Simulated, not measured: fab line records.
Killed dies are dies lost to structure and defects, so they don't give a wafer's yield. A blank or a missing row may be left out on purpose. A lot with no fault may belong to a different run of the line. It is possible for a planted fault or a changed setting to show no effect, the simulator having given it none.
2 desks looking at one fault | flow gf180mcu | every desk sees just its own numbers, and what lay behind them comes last

## THE METROLOGY DESK
Lot by lot, what the gauges showed, no matter which tool ran the lot: averages of those sampled wafers that carry a number. The brackets show how far a lot's mean lies from the usual mean; more than 4 standard deviations puts the lot out of limits, marked OUT.
Columns: A = LVPWELL_OVL at GF_LVPWELL_OVL_MEAS_07, usual -0.5 nm; B = VT_IMPLANT_01_OVL at GF_VT_IMPLANT_OVL_MEAS_18, usual 0.3 nm
lot  | first seen here | A    | B
L658 | day 3 20:41     | -0.8 | 0.8
L659 | day 4 00:14     | -0.5 | 2.1
L660 | day 4 11:13     | 0.2  | -0.2
L661 | day 4 20:58     | -0.6 | 1.8
L662 | day 5 02:53     | -2.1 | -1.1
L663 | day 5 11:23     | 1.9  | -0.1
L670 | day 6 18:41     | -0.2 | 0.8
L671 | day 6 23:08     | -0.1 | 0.6
L672 | day 7 06:44     | -1.5 | 0.3
L674 | day 7 17:49     | -1.5 | -1.9
L676 | day 8 05:51     | 0.3  | -0.1
L678 | day 8 14:14     | -1.7 | 0.7
L679 | day 8 20:53     | -0.7 | 0.6
L680 | day 9 04:11     | 0.1  | -2.3
This desk's finding: nothing out of limits on any of the 14 lots.

## FOR THE TOOL OWNER'S DESK: litho track-01
The tool's own readings at GF_MVPSD_HMDS_01 (prime time 60 s): means of the sampled wafers that have a number, for each lot that ran on this tool. The brackets show how far a lot's mean lies from the usual mean; more than 4 standard deviations puts the lot out of limits, marked OUT.
Columns: A = exhaust pa at GF_MVPSD_HMDS_01, usual 45.0 Pa; B = prime temp c at GF_MVPSD_HMDS_01, usual 120.02 C
lot  | first seen here | A    | B
L660 | day 5 09:57     | 45.3 | 120.11
L670 | day 7 19:03     | 45.5 | 117.21 (-22) OUT
L671 | day 7 23:12     | 44.8 | 117.27 (-21) OUT
This desk finds L670, L671 out of limits, L670 being first, at day 7 19:03 (prime temp c at GF_MVPSD_HMDS_01). L660 stayed within limits.

## BROUGHT TOGETHER
At day 7 19:03, on L670, L671, the tool owner's desk was in a position to raise an alarm.
From the metrology desk's view, nothing was out of limits.
The metrology desk holds a record of L670, L671, inside its limits.
Every lot named ran GF_MVPSD_HMDS_01 on litho track-01.

## WHAT HAD BEEN PUT IN BY THE SIMULATOR
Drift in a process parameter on litho track-01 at GF_MVPSD_HMDS_01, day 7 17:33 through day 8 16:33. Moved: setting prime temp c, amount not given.
Struck lots among those shown: L670, L671.
Time in hours from fault onset to the first out-of-limits reading at each desk: the tool owner's desk, 2.
